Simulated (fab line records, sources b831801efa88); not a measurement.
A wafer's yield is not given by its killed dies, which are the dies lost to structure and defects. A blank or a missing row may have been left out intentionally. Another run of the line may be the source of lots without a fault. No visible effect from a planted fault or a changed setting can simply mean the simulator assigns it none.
What tool caused it? || flow sfqLine || 15 lots with 43 wafers sampled at 5 steps, on a route of 325 steps

== WHAT EACH GAUGE READ, for each wafer ==
SFQ_I6_BOW_MEAS_941.
{"lot": "L514", "measured": "day 64 08:02", "on": "filmMetro-03", "I6_BOW (um)": "-14 -17 -8"}
{"lot": "L515", "measured": "day 64 09:04", "on": "filmMetro-04", "I6_BOW (um)": "2 5 3"}
{"lot": "L516", "measured": "day 64 14:02", "on": "filmMetro-03", "I6_BOW (um)": "-9 -14 -4"}
{"lot": "L517", "measured": "day 64 17:02", "on": "filmMetro-03", "I6_BOW (um)": "1 0 3"}
{"lot": "L518", "measured": "day 64 20:02", "on": "filmMetro-04", "I6_BOW (um)": "24 15 6"}
{"lot": "L519", "measured": "day 69 06:11", "on": "filmMetro-03", "I6_BOW (um)": "-3 -5 4"}
{"lot": "L520", "measured": "day 69 14:16", "on": "filmMetro-02", "I6_BOW (um)": "-11 -16 -6"}
{"lot": "L521", "measured": "day 69 17:16", "on": "filmMetro-04", "I6_BOW (um)": "-3 -2 -6"}
{"lot": "L523", "measured": "day 71 06:43", "on": "filmMetro-04", "I6_BOW (um)": "10 16 6"}
{"lot": "L524", "measured": "day 71 14:03", "on": "filmMetro-04", "I6_BOW (um)": "-1 -3 -5"}
{"lot": "L526", "measured": "day 71 17:39", "on": "filmMetro-04", "I6_BOW (um)": "9 7 11"}
{"lot": "L532", "measured": "day 72 12:51", "on": "filmMetro-04", "I6_BOW (um)": "-18 -3"}
{"lot": "L534", "measured": "day 72 16:10", "on": "filmMetro-04", "I6_BOW (um)": "17 13"}
{"lot": "L535", "measured": "day 72 17:10", "on": "filmMetro-03", "I6_BOW (um)": "19 13 -1"}
{"lot": "L537", "measured": "day 72 20:11", "on": "filmMetro-04", "I6_BOW (um)": "-1 -4 -5"}

SFQ_M7_RS_MEAS_943: a four-point-probe measurement.
{"lot": "L514", "measured": "day 69 04:24", "on": "filmMetro-03", "M7_NB_RS (ohm/sq)": "0.892 0.880 0.892"}
{"lot": "L515", "measured": "day 69 07:20", "on": "filmMetro-04", "M7_NB_RS (ohm/sq)": "0.899 0.912 0.908"}
{"lot": "L516", "measured": "day 69 13:55", "on": "filmMetro-03", "M7_NB_RS (ohm/sq)": "0.891 0.880 0.889"}
{"lot": "L517", "measured": "day 69 21:31", "on": "filmMetro-01", "M7_NB_RS (ohm/sq)": "0.883 0.884 0.879"}
{"lot": "L518", "measured": "day 69 22:59", "on": "filmMetro-04", "M7_NB_RS (ohm/sq)": "0.862 0.875 0.869"}
{"lot": "L519", "measured": "day 73 17:47", "on": "filmMetro-03", "M7_NB_RS (ohm/sq)": "0.877 0.898 0.892"}
{"lot": "L520", "measured": "day 74 00:59", "on": "filmMetro-03", "M7_NB_RS (ohm/sq)": "0.882 0.886 0.902"}
{"lot": "L521", "measured": "day 74 05:47", "on": "filmMetro-03", "M7_NB_RS (ohm/sq)": "0.876 0.890 0.888"}
{"lot": "L523", "measured": "day 76 05:43", "on": "filmMetro-03", "M7_NB_RS (ohm/sq)": "0.890 0.883 0.894"}
{"lot": "L524", "measured": "day 76 12:56", "on": "filmMetro-03", "M7_NB_RS (ohm/sq)": "0.881 0.866 0.879"}
{"lot": "L526", "measured": "day 76 19:47", "on": "filmMetro-03", "M7_NB_RS (ohm/sq)": "0.885 0.909 0.895"}
{"lot": "L532", "measured": "day 77 11:23", "on": "filmMetro-03", "M7_NB_RS (ohm/sq)": "1.416 0.879"}
{"lot": "L534", "measured": "day 77 16:11", "on": "filmMetro-04", "M7_NB_RS (ohm/sq)": "1.392 0.880"}
{"lot": "L535", "measured": "day 77 18:03", "on": "filmMetro-04", "M7_NB_RS (ohm/sq)": "0.895 0.901 0.899"}
{"lot": "L537", "measured": "day 77 22:11", "on": "filmMetro-01", "M7_NB_RS (ohm/sq)": "1.386 0.893 0.897"}

== TOOL THAT RAN EACH LOT (tool first, then ch and the chambers of the sampled wafers, then the start) ==
{"lot": "L514", "SFQ_TRILAYER_R5_STRIP_STRIP_140": "rieMetal-02 ch 0,1, day 58 00:22", "SFQ_TRILAYER_I6_VIA_BARC_OPEN_VIA_ETCH_235": "rieDiel-04 ch 0,2,3, day 69 02:45", "SFQ_TRILAYER_M7_DEP_SPUTTER_175": "pvdSputter-05, day 69 04:19"}
{"lot": "L515", "SFQ_TRILAYER_R5_STRIP_STRIP_140": "rieMetal-02 ch 0,1, day 58 06:22", "SFQ_TRILAYER_I6_VIA_BARC_OPEN_VIA_ETCH_235": "rieDiel-03 ch 0,1, day 69 06:16", "SFQ_TRILAYER_M7_DEP_SPUTTER_175": "pvdSputter-06, day 69 07:13"}
{"lot": "L516", "SFQ_TRILAYER_R5_STRIP_STRIP_140": "rieMetal-01 ch 0,1, day 58 12:05", "SFQ_TRILAYER_I6_VIA_BARC_OPEN_VIA_ETCH_235": "rieDiel-04 ch 0,2,3, day 69 12:16", "SFQ_TRILAYER_M7_DEP_SPUTTER_175": "pvdSputter-05, day 69 13:49"}
{"lot": "L517", "SFQ_TRILAYER_R5_STRIP_STRIP_140": "rieMetal-02 ch 0,1, day 58 15:41", "SFQ_TRILAYER_I6_VIA_BARC_OPEN_VIA_ETCH_235": "rieDiel-01 ch 1,2,3, day 69 19:28", "SFQ_TRILAYER_M7_DEP_SPUTTER_175": "pvdSputter-04, day 69 21:25"}
{"lot": "L518", "SFQ_TRILAYER_R5_STRIP_STRIP_140": "rieMetal-01 ch 0,1, day 58 16:53", "SFQ_TRILAYER_I6_VIA_BARC_OPEN_VIA_ETCH_235": "rieDiel-04 ch 0,2, day 69 21:52", "SFQ_TRILAYER_M7_DEP_SPUTTER_175": "pvdSputter-05, day 69 22:54"}
{"lot": "L519", "SFQ_TRILAYER_R5_STRIP_STRIP_140": "rieMetal-01 ch 0, day 59 01:24", "SFQ_TRILAYER_I6_VIA_BARC_OPEN_VIA_ETCH_235": "rieDiel-01 ch 0,3, day 73 16:44", "SFQ_TRILAYER_M7_DEP_SPUTTER_175": "pvdSputter-06, day 73 17:41"}
{"lot": "L520", "SFQ_TRILAYER_R5_STRIP_STRIP_140": "rieMetal-03 ch 0,1, day 59 02:56", "SFQ_TRILAYER_I6_VIA_BARC_OPEN_VIA_ETCH_235": "rieDiel-01 ch 0,1,3, day 73 23:56", "SFQ_TRILAYER_M7_DEP_SPUTTER_175": "pvdSputter-05, day 74 00:53"}
{"lot": "L521", "SFQ_TRILAYER_R5_STRIP_STRIP_140": "rieMetal-03 ch 0,1, day 59 05:20", "SFQ_TRILAYER_I6_VIA_BARC_OPEN_VIA_ETCH_235": "rieDiel-03 ch 1,2,3, day 74 04:44", "SFQ_TRILAYER_M7_DEP_SPUTTER_175": "pvdSputter-06, day 74 05:41"}
{"lot": "L523", "SFQ_TRILAYER_R5_STRIP_STRIP_140": "rieMetal-03 ch 0,1, day 60 19:44", "SFQ_TRILAYER_I6_VIA_BARC_OPEN_VIA_ETCH_235": "rieDiel-03 ch 0,1,3, day 76 04:41", "SFQ_TRILAYER_M7_DEP_SPUTTER_175": "pvdSputter-05, day 76 05:38"}
{"lot": "L524", "SFQ_TRILAYER_R5_STRIP_STRIP_140": "rieMetal-03 ch 0,1, day 61 09:35", "SFQ_TRILAYER_I6_VIA_BARC_OPEN_VIA_ETCH_235": "rieDiel-01 ch 0,1,2, day 76 11:53", "SFQ_TRILAYER_M7_DEP_SPUTTER_175": "pvdSputter-04, day 76 12:50"}
{"lot": "L526", "SFQ_TRILAYER_R5_STRIP_STRIP_140": "rieMetal-03 ch 0,1, day 61 14:56", "SFQ_TRILAYER_I6_VIA_BARC_OPEN_VIA_ETCH_235": "rieDiel-03 ch 0,1,2, day 76 18:44", "SFQ_TRILAYER_M7_DEP_SPUTTER_175": "pvdSputter-04, day 76 19:41"}
{"lot": "L532", "SFQ_TRILAYER_R5_STRIP_STRIP_140": "rieMetal-02 ch 0,1, day 62 18:11", "SFQ_TRILAYER_I6_VIA_BARC_OPEN_VIA_ETCH_235": "rieDiel-03 ch 1,2, day 77 10:20", "SFQ_TRILAYER_M7_DEP_SPUTTER_175": "pvdSputter-04, day 77 11:17"}
{"lot": "L534", "SFQ_TRILAYER_R5_STRIP_STRIP_140": "rieMetal-03 ch 0, day 63 02:35", "SFQ_TRILAYER_I6_VIA_BARC_OPEN_VIA_ETCH_235": "rieDiel-04 ch 2,3, day 77 15:08", "SFQ_TRILAYER_M7_DEP_SPUTTER_175": "pvdSputter-04, day 77 16:05"}
{"lot": "L535", "SFQ_TRILAYER_R5_STRIP_STRIP_140": "rieMetal-03 ch 0,1, day 63 07:23", "SFQ_TRILAYER_I6_VIA_BARC_OPEN_VIA_ETCH_235": "rieDiel-03 ch 1,2, day 77 16:20", "SFQ_TRILAYER_M7_DEP_SPUTTER_175": "pvdSputter-06, day 77 17:58"}
{"lot": "L537", "SFQ_TRILAYER_R5_STRIP_STRIP_140": "rieMetal-01 ch 0,1, day 64 15:34", "SFQ_TRILAYER_I6_VIA_BARC_OPEN_VIA_ETCH_235": "rieDiel-04 ch 0,1,2, day 77 21:08", "SFQ_TRILAYER_M7_DEP_SPUTTER_175": "pvdSputter-04, day 77 22:05"}
- SFQ_TRILAYER_R5_STRIP_STRIP_140: strips in O2.
- SFQ_TRILAYER_I6_VIA_BARC_OPEN_VIA_ETCH_235: etches BARC in O2, target depth 125 nm, time 41.7 s.
- SFQ_TRILAYER_M7_DEP_SPUTTER_175: material Nb, target thk 200 nm, time 133.3 s.

== WHAT THE TOOLS THEMSELVES READ (means of the sampled wafers that have a number; where no wafer has one, the mark that the record gives instead) ==
SFQ_TRILAYER_R5_STRIP_STRIP_140.
{"lot": "L514", "tool": "rieMetal-02", "drypumpMotorCurrentA (A)": 5.7, "oesProductAu (a.u.)": 1.011}
{"lot": "L515", "tool": "rieMetal-02", "drypumpMotorCurrentA (A)": 5.7, "oesProductAu (a.u.)": 1.009}
{"lot": "L516", "tool": "rieMetal-01", "drypumpMotorCurrentA (A)": 5.5, "oesProductAu (a.u.)": 1.005}
{"lot": "L517", "tool": "rieMetal-02", "drypumpMotorCurrentA (A)": 5.9, "oesProductAu (a.u.)": 1.007}
{"lot": "L518", "tool": "rieMetal-01", "drypumpMotorCurrentA (A)": 5.5, "oesProductAu (a.u.)": 1.006}
{"lot": "L519", "tool": "rieMetal-01", "drypumpMotorCurrentA (A)": 5.6, "oesProductAu (a.u.)": 1.004}
{"lot": "L520", "tool": "rieMetal-03", "drypumpMotorCurrentA (A)": 6.3, "oesProductAu (a.u.)": 1.011}
{"lot": "L521", "tool": "rieMetal-03", "drypumpMotorCurrentA (A)": 6.5, "oesProductAu (a.u.)": 1.007}
{"lot": "L523", "tool": "rieMetal-03", "drypumpMotorCurrentA (A)": 6.5, "oesProductAu (a.u.)": 1.000}
{"lot": "L524", "tool": "rieMetal-03", "drypumpMotorCurrentA (A)": 6.5, "oesProductAu (a.u.)": 1.003}
{"lot": "L526", "tool": "rieMetal-03", "drypumpMotorCurrentA (A)": 6.3, "oesProductAu (a.u.)": 1.007}
{"lot": "L532", "tool": "rieMetal-02", "drypumpMotorCurrentA (A)": 5.8, "oesProductAu (a.u.)": 1.015}
{"lot": "L534", "tool": "rieMetal-03", "drypumpMotorCurrentA (A)": 6.2, "oesProductAu (a.u.)": 0.998}
{"lot": "L535", "tool": "rieMetal-03", "drypumpMotorCurrentA (A)": 6.3, "oesProductAu (a.u.)": 1.001}
{"lot": "L537", "tool": "rieMetal-01", "drypumpMotorCurrentA (A)": 5.4, "oesProductAu (a.u.)": 0.999}

SFQ_TRILAYER_I6_VIA_BARC_OPEN_VIA_ETCH_235.
{"lot": "L514", "tool": "rieDiel-04", "drypumpMotorCurrentA (A)": 5.5, "oesProductAu (a.u.)": 0.687}
{"lot": "L515", "tool": "rieDiel-03", "drypumpMotorCurrentA (A)": 5.2, "oesProductAu (a.u.)": 0.683}
{"lot": "L516", "tool": "rieDiel-04", "drypumpMotorCurrentA (A)": 5.5, "oesProductAu (a.u.)": 0.686}
{"lot": "L517", "tool": "rieDiel-01", "drypumpMotorCurrentA (A)": 5.6, "oesProductAu (a.u.)": 0.683}
{"lot": "L518", "tool": "rieDiel-04", "drypumpMotorCurrentA (A)": 5.4, "oesProductAu (a.u.)": 0.682}
{"lot": "L519", "tool": "rieDiel-01", "drypumpMotorCurrentA (A)": 5.3, "oesProductAu (a.u.)": 0.685}
{"lot": "L520", "tool": "rieDiel-01", "drypumpMotorCurrentA (A)": 5.4, "oesProductAu (a.u.)": 0.682}
{"lot": "L521", "tool": "rieDiel-03", "drypumpMotorCurrentA (A)": 5.3, "oesProductAu (a.u.)": 0.681}
{"lot": "L523", "tool": "rieDiel-03", "drypumpMotorCurrentA (A)": 5.2, "oesProductAu (a.u.)": 0.691}
{"lot": "L524", "tool": "rieDiel-01", "drypumpMotorCurrentA (A)": 5.4, "oesProductAu (a.u.)": 0.684}
{"lot": "L526", "tool": "rieDiel-03", "drypumpMotorCurrentA (A)": 5.6, "oesProductAu (a.u.)": 0.684}
{"lot": "L532", "tool": "rieDiel-03", "drypumpMotorCurrentA (A)": 5.4, "oesProductAu (a.u.)": 0.682}
{"lot": "L534", "tool": "rieDiel-04", "drypumpMotorCurrentA (A)": 5.2, "oesProductAu (a.u.)": 0.690}
{"lot": "L535", "tool": "rieDiel-03", "drypumpMotorCurrentA (A)": 5.2, "oesProductAu (a.u.)": 0.682}
{"lot": "L537", "tool": "rieDiel-04", "drypumpMotorCurrentA (A)": 5.7, "oesProductAu (a.u.)": 0.681}

SFQ_TRILAYER_M7_DEP_SPUTTER_175.
{"lot": "L514", "tool": "pvdSputter-05", "throttleValvePct (%)": 28.9}
{"lot": "L515", "tool": "pvdSputter-06", "throttleValvePct (%)": 29.1}
{"lot": "L516", "tool": "pvdSputter-05", "throttleValvePct (%)": 29.1}
{"lot": "L517", "tool": "pvdSputter-04", "throttleValvePct (%)": 28.4}
{"lot": "L518", "tool": "pvdSputter-05", "throttleValvePct (%)": 29.1}
{"lot": "L519", "tool": "pvdSputter-06", "throttleValvePct (%)": 29.1}
{"lot": "L520", "tool": "pvdSputter-05", "throttleValvePct (%)": 29.5}
{"lot": "L521", "tool": "pvdSputter-06", "throttleValvePct (%)": 28.5}
{"lot": "L523", "tool": "pvdSputter-05", "throttleValvePct (%)": 29.3}
{"lot": "L524", "tool": "pvdSputter-04", "throttleValvePct (%)": 29.5}
{"lot": "L526", "tool": "pvdSputter-04", "throttleValvePct (%)": 30.2}
{"lot": "L532", "tool": "pvdSputter-04", "throttleValvePct (%)": 28.8}
{"lot": "L534", "tool": "pvdSputter-04", "throttleValvePct (%)": 30.9}
{"lot": "L535", "tool": "pvdSputter-06", "throttleValvePct (%)": 29.0}
{"lot": "L537", "tool": "pvdSputter-04", "throttleValvePct (%)": 28.9}

== THE ANSWER, worked out from the rows above alone ==
Rule: usual is defined by the lots themselves. Put in order of their means at a reading, lots are off if they are a third of the lots or fewer, leave a main group of 4 or more, and stand apart from it by a gap of 3 or more times the standard deviation of the main group's means; of several such gaps the widest counts. A main group is skipped when, at the precision printed for the reading in the tables above, its means are all equal. A lot without any number at a reading at which 4 lots or more have one is off too. All remaining lots with rows at the step are treated as sound. After the gauges, taken in route order, come the tools' own readings; for these a lot's mean is taken, as printed above. The first step at which some lot is off is used, and at that step the reading that is off furthest; a lot without a number counts as furthest.
Off: L532, L534, L537, at SFQ_M7_RS_MEAS_943 (M7_NB_RS). For the main group the mean is 0.888 ohm/sq and the standard deviation 0.0096.
If a tool, at a process step before that reading, ran all the lots that are off and no sound lot after the first of them, it fits. Those tools and the gauges at SFQ_M7_RS_MEAS_943 are tried in the same way. One candidate fits, namely pvdSputter-04 at SFQ_TRILAYER_M7_DEP_SPUTTER_175. Its last sound lot is L526 (day 76 19:41), its first lot that is off L532 (day 77 11:17): a fault that began between those two fits.

== WHAT WAS PUT IN BY THE SIMULATOR ==
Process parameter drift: pvdSputter-04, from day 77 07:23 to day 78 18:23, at SFQ_TRILAYER_M7_DEP_SPUTTER_175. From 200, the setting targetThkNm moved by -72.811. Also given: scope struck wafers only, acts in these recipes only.
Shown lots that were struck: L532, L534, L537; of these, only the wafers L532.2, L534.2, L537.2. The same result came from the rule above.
